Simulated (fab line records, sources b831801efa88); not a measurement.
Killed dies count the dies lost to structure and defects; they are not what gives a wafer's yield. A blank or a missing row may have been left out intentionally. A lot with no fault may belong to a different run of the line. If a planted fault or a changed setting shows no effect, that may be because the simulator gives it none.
Matching of chambers	flow sky130	4 sister chambers for SKY_FIELD_ISO_ETCH_14 on rie diel-02
The step etches BARC in N2/H2, stops on SiO2, time 45.9 s, target depth 60 nm. 16 wafers are shown with their chamber, then 8 later ones without.

## WAFERS, EACH WITH ITS CHAMBER
wafer	chamber	drypump motor current A (A)	oes product au (a.u.)	throttle valve pct (%)
L984.3	2	5.8	0.853	13.225
L984.4	1	6.3	0.849	13.237
L984.5	0	6.8	0.858	13.206
L989.1	0	6.8	0.855	13.226
L989.3	2	5.8	0.851	13.212
L989.5	2	5.8	0.856	13.223
L993.2	2	5.8	0.853	13.226
L993.4	3	6.0	0.853	13.222
L993.6	2	5.8	0.853	13.230
L994.1	1	6.3	0.851	13.229
L994.5	3	6.0	0.853	13.234
L994.6	0	6.8	0.852	13.220
L998.1	3	5.9	0.849	13.225
L998.2	3	6.0	0.856	13.228
L998.4	3	6.0	0.845	13.210
L100.1	0	6.8	0.861	13.225

SIGNATURES (means of the wafers above)
reading	chamber 0	chamber 1	chamber 2	chamber 3	scatter within a chamber
drypump motor current A	6.800	6.300	5.800	5.980	0.0258
oes product au	0.85650	0.85000	0.85320	0.85120	0.00332
throttle valve pct	13.21925	13.23300	13.22320	13.22380	0.0081
Rule: for each reading, subtract the chamber's mean from the wafer's reading, divide by that reading's scatter and square the result; add these up over the readings and take the root, which gives the wafer's distance from the chamber. The wafer belongs to the nearest chamber; if the next one is less than 2 further off, it can't be placed. How the scatter is found: for the shown wafers, subtract from each reading the mean of its chamber, square and add these, divide the total by (wafers less chambers), then take the root.

## WAFERS MISSING THEIR CHAMBER
wafer	drypump motor current A (A)	oes product au (a.u.)	throttle valve pct (%)
L100.4	5.8	0.857	13.211
L100.6	6.7	0.863	13.227
L101.1	6.3	0.851	13.217
L101.2	5.8	0.865	13.208
L101.3	6.0	0.858	13.220
L106.2	5.8	0.857	13.221
L106.3	6.8	0.860	13.223
L106.5	6.1	0.858	13.222

## WHICH CHAMBER EACH ONE RAN IN
wafer	from the rows above	in truth
L100.4	2	2
L100.6	0	0
L101.1	1	1
L101.2	2	2
L101.3	3	3
L106.2	2	2
L106.3	0	0
L106.5	3	3
Placed correctly: 8 of 8. Can't be placed from these rows: 0. Number placed wrongly: 0.
